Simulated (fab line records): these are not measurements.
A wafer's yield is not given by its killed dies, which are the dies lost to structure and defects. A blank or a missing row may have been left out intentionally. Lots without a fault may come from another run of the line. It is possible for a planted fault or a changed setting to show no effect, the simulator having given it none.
What tool caused it? ; flow gf180mcu ; Sampling: 14 lots, 42 wafers, 3 of 602 route steps

WHAT THE GAUGES READ, wafer by wafer
GF_HV_LDD_TW_MEAS_23. Usual: HV_LDD_2_TW gives 1054 (standard deviation 4.9).
lot;measured;on;HV_LDD_2_TW;flag
L223;day 10 20:58;filmMetro-01;1054 1054 1059;
L225;day 11 09:53;filmMetro-03;1054 1050 1052;
L227;day 12 02:29;filmMetro-03;1062 1055 1048;
L228;day 12 04:42;filmMetro-03;1053 1059 1053;
L229;day 12 15:08;filmMetro-02;1054 1057 1053;
L231;day 13 04:32;filmMetro-02;1049 1050 1054;
L233;day 14 02:05;filmMetro-02;1053 1049 1052;
L234;day 14 06:22;filmMetro-01;1059 1059 1064;
L235;day 14 15:25;filmMetro-02;1052 1055 1051;
L236;day 14 20:49;filmMetro-03;1057 1052 1055;
L238;day 15 14:31;filmMetro-03;1050 1052 1050;
L243;day 17 11:19;filmMetro-03;1053 1056 1057;
L246;day 18 04:49;filmMetro-01;1059 1060 1058;
L245;day 18 07:55;filmMetro-02;1048 1053 1052;

GF_HV_LDD_CD_MEAS_31 targets a cd of 400 nm. Usual: cdNm reads 399.7 nm (standard deviation 2).
lot;measured;on;cdNm (nm);flag
L223;day 11 15:25;cdSem-01;398.1 400.0 399.0;
L225;day 12 04:55;cdSem-02;396.3 396.7 398.1;
L227;day 12 21:14;cdSem-02;397.6 396.7 398.8;
L228;day 13 00:24;cdSem-01;395.5 397.0 397.6;
L229;day 13 10:26;cdSem-02;396.5 397.4 397.2;
L231;day 14 01:08;cdSem-01;399.8 399.0 399.0;
L233;day 14 23:17;cdSem-01;399.9 400.5 400.0;
L234;day 15 02:44;cdSem-02;402.7 402.3 401.0;
L235;day 15 12:19;cdSem-01;401.1 399.5 398.7;
L236;day 15 18:12;cdSem-02;402.8 403.0 401.6;
L238;day 16 12:28;cdSem-01;400.1 398.6 400.4;
L243;day 18 10:16;cdSem-02;398.8 397.8 397.9;
L246;day 19 04:28;cdSem-01;402.3 401.0 401.8;
L245;day 19 07:43;cdSem-01;399.2 399.8 399.9;

GF_HV_LDD_TW_MEAS_50. Usual: HV_LDD_4_TW gives 567.6 (standard deviation 2.6).
lot;measured;on;HV_LDD_4_TW;flag
L223;day 12 11:49;filmMetro-02;567.8 567.5 564.8;
L225;day 13 01:46;filmMetro-02;566.6 565.4 565.0;
L227;day 13 18:23;filmMetro-02;564.7 565.7 566.0;
L228;day 13 21:55;filmMetro-03;565.3 566.1 565.9;
L229;day 14 07:46;filmMetro-01;567.9 569.6 571.5;
L231;day 14 22:46;filmMetro-02;563.8 563.2 562.2;
L233;day 15 21:52;filmMetro-02;565.4 568.5 565.6;
L234;day 16 02:10;filmMetro-02;570.5 567.3 567.4;
L235;day 16 11:33;filmMetro-02;569.6 569.0 570.8;
L236;day 16 17:34;filmMetro-01;568.4 571.3 572.3;
L238;day 17 12:22;filmMetro-01;572.3 570.8 574.2;
L243;day 19 11:05;filmMetro-02;566.0 566.8 563.7;
L246;day 20 06:13;filmMetro-01;567.7 566.5 564.8;
L245;day 20 08:21;filmMetro-02;569.1 569.6 566.3;

TOOL THAT RAN EACH LOT (tool first, then ch and the chambers of the sampled wafers, then the start)
Before these readings, the record contains no process step.

WHAT THE TOOLS THEMSELVES READ (means of the sampled wafers that have a number; where no wafer has one, the mark that the record gives instead)
The record holds no such reading with a usual standard deviation.

THE ANSWER, worked out from the rows above alone
Rule: a lot counts as off when the mean over its wafers that have a number is more than 3 standard deviations away from the usual mean. A lot without any number at a reading at which 4 lots or more have one is off too. Where the step has rows for the other lots, those lots are counted as sound. The gauges are gone through in route order, then the tools' own readings, and for those a lot's mean is taken as printed above. At the first step where some lot is off, the reading lying furthest off is the one used; lots without a number count as furthest.
None of the lots is off at any reading shown; this tells nothing.

WHAT WAS PUT IN BY THE SIMULATOR
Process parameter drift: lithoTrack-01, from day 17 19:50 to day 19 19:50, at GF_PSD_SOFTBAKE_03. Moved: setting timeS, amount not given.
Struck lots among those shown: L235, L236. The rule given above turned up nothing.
